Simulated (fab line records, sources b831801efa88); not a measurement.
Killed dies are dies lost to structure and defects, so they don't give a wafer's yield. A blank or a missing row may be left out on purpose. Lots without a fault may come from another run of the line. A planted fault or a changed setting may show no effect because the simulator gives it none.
Which tool did it? | flow sky130 | 6 lots, 18 wafers sampled, at 3 steps of a route of 708

WHAT THE GAUGES READ, wafer by wafer
SKY_RES_XHIGH_TW_MEAS_09.
lot  | measured     | on            | RES_XHIGH_TW
L743 | day 29 17:37 | film_metro-01 | 1649 1639 1643
L744 | day 29 21:41 | film_metro-03 | 1611 1609 1617
L751 | day 32 09:22 | film_metro-02 | 1632 1638 1646
L754 | day 32 20:02 | film_metro-02 | 30 30 30 30 30 30
L756 | day 33 06:08 | film_metro-03 | 1628 1639 1640
L758 | day 33 14:46 | film_metro-03 | 1642 1637 1633

WHICH TOOL RAN EACH LOT (tool, then ch and the chambers of the sampled wafers, then the start)
lot  | SKY_SD_P_STRIP_10                    | SKY_RES_XHIGH_STRIP_08
L743 | plasma_asher-01 ch 0,1, day 28 13:22 | plasma_asher-01 ch 0,1, day 29 17:31
L744 | plasma_asher-01 ch 0,1, day 28 17:26 | plasma_asher-03 ch 0,1, day 29 21:35
L751 | plasma_asher-04 ch 0,1, day 31 06:06 | plasma_asher-03 ch 0,1, day 32 09:16
L754 | plasma_asher-01 ch 0,1, day 31 17:37 | plasma_asher-02 ch 0,1, day 32 19:56
L756 | plasma_asher-01 ch 0,1, day 32 02:46 | plasma_asher-01 ch 0,1, day 33 06:01
L758 | plasma_asher-03 ch 1, day 32 11:13   | plasma_asher-03 ch 0,1, day 33 14:40
- SKY_SD_P_STRIP_10: strips in O2/N2.
- SKY_RES_XHIGH_STRIP_08: strips in O2/N2.

THE ANSWER, worked out from the rows above alone
Rule: what is usual is taken from the lots themselves. Put in order of their means at a reading, lots are off if they are a third of the lots or fewer, leave a main group of 4 or more, and stand apart from it by a gap of 3 or more times the standard deviation of the main group's means; of several such gaps the widest counts. A main group whose means are all the same, to the digits that the tables above print for the reading, isn't used. A lot without any number at a reading at which 4 lots or more have one is off too. The other lots that the step has rows for count as sound.
Off: L754, at SKY_RES_XHIGH_TW_MEAS_09 (RES_XHIGH_TW). The main group: mean 1634, standard deviation 11.
A tool fits if, at a process step before that reading, it ran every lot that is off, and no sound lot after the first of them. The gauges at SKY_RES_XHIGH_TW_MEAS_09 are tried like those tools. Can't be told from this: 2 tools fit, plasma_asher-02 at SKY_RES_XHIGH_STRIP_08, film_metro-02 at SKY_RES_XHIGH_TW_MEAS_09.

WHAT THE SIMULATOR HAD PUT IN
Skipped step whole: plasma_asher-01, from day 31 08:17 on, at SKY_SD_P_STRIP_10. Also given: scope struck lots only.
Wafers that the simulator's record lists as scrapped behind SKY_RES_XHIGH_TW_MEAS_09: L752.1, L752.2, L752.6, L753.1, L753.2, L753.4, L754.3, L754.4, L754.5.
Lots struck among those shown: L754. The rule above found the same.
